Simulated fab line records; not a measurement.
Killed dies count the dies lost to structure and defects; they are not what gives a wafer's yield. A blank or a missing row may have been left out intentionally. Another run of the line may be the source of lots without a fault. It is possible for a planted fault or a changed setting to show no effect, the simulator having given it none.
Problem report, 8D (eight disciplines) form, completed by code | flow gf180mcu | the parts of the form that need people (team, actions taken, sign-off) are left out

## 1. THE ISSUE
Mean V5_W_RS at GF_V5_RS_MEAS_24: 0.3407 ohm/sq over 4 wafers in 2 lots; fault-free wafers: 0.3288 ohm/sq, standard deviation 0.0026. Relative to the usual mean, that is a shift of +4.6 standard deviations.
The step: measures by four-point-probe.
First seen on wafer L765.2, day 30 20:24, on film_metro-03. Wafers with a number at this step in the record: 36, from 12 lots. By rule, "out" or "out of limits" means more than 4 standard deviations away from the usual mean. Any other wafer with a number is counted as sound.

## 2. WHAT THIS IS AND IS NOT
question                    | is                             | is not
which readings at this step | V5_W_RS                        | -
which lots                  | L765, L767                     | L756, L759, L760, L761, L762, L764, L766, L768, L769, L772
which wafers of those lots  | L765.2, L765.3, L767.1, L767.6 | L765.6, L767.2
read on which gauges        | film_metro-03                  | film_metro-01, film_metro-04
when                        | from day 30 20:24              | up to then (19 sound wafers); but 13 sound wafers of L766, L767, L768, L769, L772 came after

## 3. THE SUSPECTS, EACH WITH WHAT RULES IT OUT
Counting: a tool at a process step up to the reading stays a suspect if it ran every lot that is out. Sound lots after the first of them don't rule it out here, since some wafers of a struck lot are sound.
- the gauge at GF_V5_RS_MEAS_24: ruled out. All the wafers that are out were read on film_metro-03, but those of them that GF_V5_CVD_23 has rows for are out there too, on other tools.
- cvd_w-02 at GF_V5_CVD_23 (deposits W, target thk 350 nm, time 104.9 s): kept. Ran every lot that is out, first one L765 (day 30 20:16); last sound lot up to then L764 (day 30 14:50). Out on those wafers are its own readings of chamber_pressure_Torr.
- The sound lot-mates ran in chamber 0 of cvd_w-02 at GF_V5_CVD_23, but the wafers that are out ran in chamber 1.
The count leaves cvd_w-02 at GF_V5_CVD_23.

## 4. THE CAUSE (what the simulator had put in)
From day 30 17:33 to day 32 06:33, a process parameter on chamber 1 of cvd_w-02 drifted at GF_V5_CVD_23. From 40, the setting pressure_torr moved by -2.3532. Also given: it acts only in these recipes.
The count eliminated every tool but this one.

## 5. THE CHAIN OF EFFECTS, in route order
One row per reading whose mean, taken over the struck wafers that have a number, lies over 3 standard deviations from the usual. Readings are gone through only where the record gives a usual standard deviation; hours: the median, over the lots, of the time from a lot's start at the first step in this table giving one to that lot's start at this step; sigmas: the change measured in usual standard deviations.
hours | step              | reading               | usual         | on struck wafers | change  | sigmas
0     | GF_V5_CVD_23      | chamber_pressure_Torr | 40.02 Torr    | 37.71            | -2.31   | -27
0     | GF_V5_RS_MEAS_24  | V5_W_RS               | 0.3288 ohm/sq | 0.3407           | +0.0119 | +4.6
0     | GF_V5_THK_MEAS_25 | V5_W_THK              | 362 nm        | 348              | -14     | -3.2
Here are the process steps it includes:
- GF_V5_CVD_23: deposits W, target thk 350 nm, time 104.9 s.

## 6. HOW IT WOULD HAVE BEEN CAUGHT EARLIER
In this record the first reading out of limits at a measuring or inspecting step was taken at day 30 20:24, 3 hours after the fault began at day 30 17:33.
The tool's own readings at GF_V5_CVD_23 were out on every struck wafer that the step has a row for (chamber_pressure_Torr): an alarm limit on them would have fired on the first of those.
L767, from the lots that are out (2), started GF_V5_CVD_23 on cvd_w-02 later than day 30 20:24. It would have been spared by a hold on the tool at that moment.
